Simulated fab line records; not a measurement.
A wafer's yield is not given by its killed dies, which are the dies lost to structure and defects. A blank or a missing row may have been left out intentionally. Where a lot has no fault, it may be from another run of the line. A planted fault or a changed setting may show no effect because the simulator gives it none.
Chamber matching + flow sky130 + SKY_POLY_CUT_ETCH_11 on rie-diel-01: 4 sister chambers
The step etches Si3N4 in CF4/CH2F2/Ar, stops on poly-Si, time 42.5 s, target depth 60 nm. 18 wafers are shown with their chamber, then 9 later ones without.

== WAFERS, EACH WITH ITS CHAMBER ==
| wafer  | chamber | drypump-motor-current-A (A) | throttle-valve-pct (%) | chamber-pressure-mTorr (mTorr) |
|--------|---------|-----------------------------|------------------------|--------------------------------|
| L074.1 | 1       | 6.4                         | 14.989                 | 39.95                          |
| L074.4 | 3       | 5.8                         | 14.995                 | 40.01                          |
| L074.6 | 0       | 6.6                         | 14.989                 | 40.00                          |
| L076.4 | 3       | 5.8                         | 14.995                 | 39.93                          |
| L076.5 | 3       | 5.8                         | 14.998                 | 40.00                          |
| L076.6 | 2       | 5.7                         | 14.986                 | 40.03                          |
| L077.1 | 0       | 6.6                         | 14.994                 | 39.99                          |
| L077.2 | 1       | 6.3                         | 14.993                 | 39.99                          |
| L077.4 | 3       | 5.8                         | 14.988                 | 39.97                          |
| L078.4 | 3       | 5.8                         | 14.998                 | 40.00                          |
| L078.5 | 1       | 6.4                         | 14.994                 | 39.99                          |
| L078.6 | 2       | 5.7                         | 14.991                 | 40.05                          |
| L085.2 | 2       | 5.6                         | 14.969                 | 40.02                          |
| L085.3 | 3       | 5.8                         | 14.994                 | 40.05                          |
| L085.4 | 0       | 6.6                         | 14.998                 | 40.00                          |
| L086.1 | 0       | 6.6                         | 15.013                 | 40.07                          |
| L086.2 | 1       | 6.4                         | 14.970                 | 40.01                          |
| L086.5 | 1       | 6.4                         | 14.996                 | 39.97                          |

SIGNATURES, as means of the wafers listed above
| reading                 | chamber 0 | chamber 1 | chamber 2 | chamber 3 | scatter within a chamber |
|-------------------------|-----------|-----------|-----------|-----------|--------------------------|
| drypump-motor-current-A | 6.600     | 6.380     | 5.667     | 5.800     | 0.0324                   |
| throttle-valve-pct      | 14.99850  | 14.98840  | 14.98200  | 14.99467  | 0.00888                  |
| chamber-pressure-mTorr  | 40.0150   | 39.9820   | 40.0333   | 39.9933   | 0.0325                   |
Rule: distance of a wafer from a chamber = root of the sum over the readings of ((wafer's reading minus chamber's mean) / reading's scatter) squared. The wafer belongs to the nearest chamber; if the next one is less than 2 further off, it can't be placed. The scatter: the root of (the sum of the squares of (reading less its chamber's mean) over the shown wafers, divided by (wafers less chambers)).

== WAFERS MISSING THEIR CHAMBER ==
| wafer  | drypump-motor-current-A (A) | throttle-valve-pct (%) | chamber-pressure-mTorr (mTorr) |
|--------|-----------------------------|------------------------|--------------------------------|
| L087.1 | 6.6                         | 14.995                 | 39.95                          |
| L087.2 | 5.7                         | 14.994                 | 40.01                          |
| L087.3 | 6.4                         | 14.998                 | 40.01                          |
| L089.2 | 5.8                         | 14.998                 | 39.98                          |
| L089.3 | 6.7                         | 14.989                 | 40.13                          |
| L089.6 | 6.6                         | 14.984                 | 40.00                          |
| L091.1 | 5.8                         | 14.980                 | 40.01                          |
| L091.3 | 5.7                         | 14.978                 | 39.95                          |
| L091.5 | 6.6                         | 15.016                 | 40.03                          |

== THE CHAMBER EACH PASSED THROUGH ==
| wafer  | from the rows above     | in truth |
|--------|-------------------------|----------|
| L087.1 | 0                       | 0        |
| L087.2 | can't be placed: 2 or 3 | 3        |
| L087.3 | 1                       | 1        |
| L089.2 | 3                       | 3        |
| L089.3 | 0                       | 0        |
| L089.6 | 0                       | 0        |
| L091.1 | 3                       | 3        |
| L091.3 | can't be placed: 2 or 3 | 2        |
| L091.5 | 0                       | 0        |
Correct placement for 7 of the 9. Can't be placed from these rows: 2 (the true chamber is among the candidates in 2). Number placed wrongly: 0.
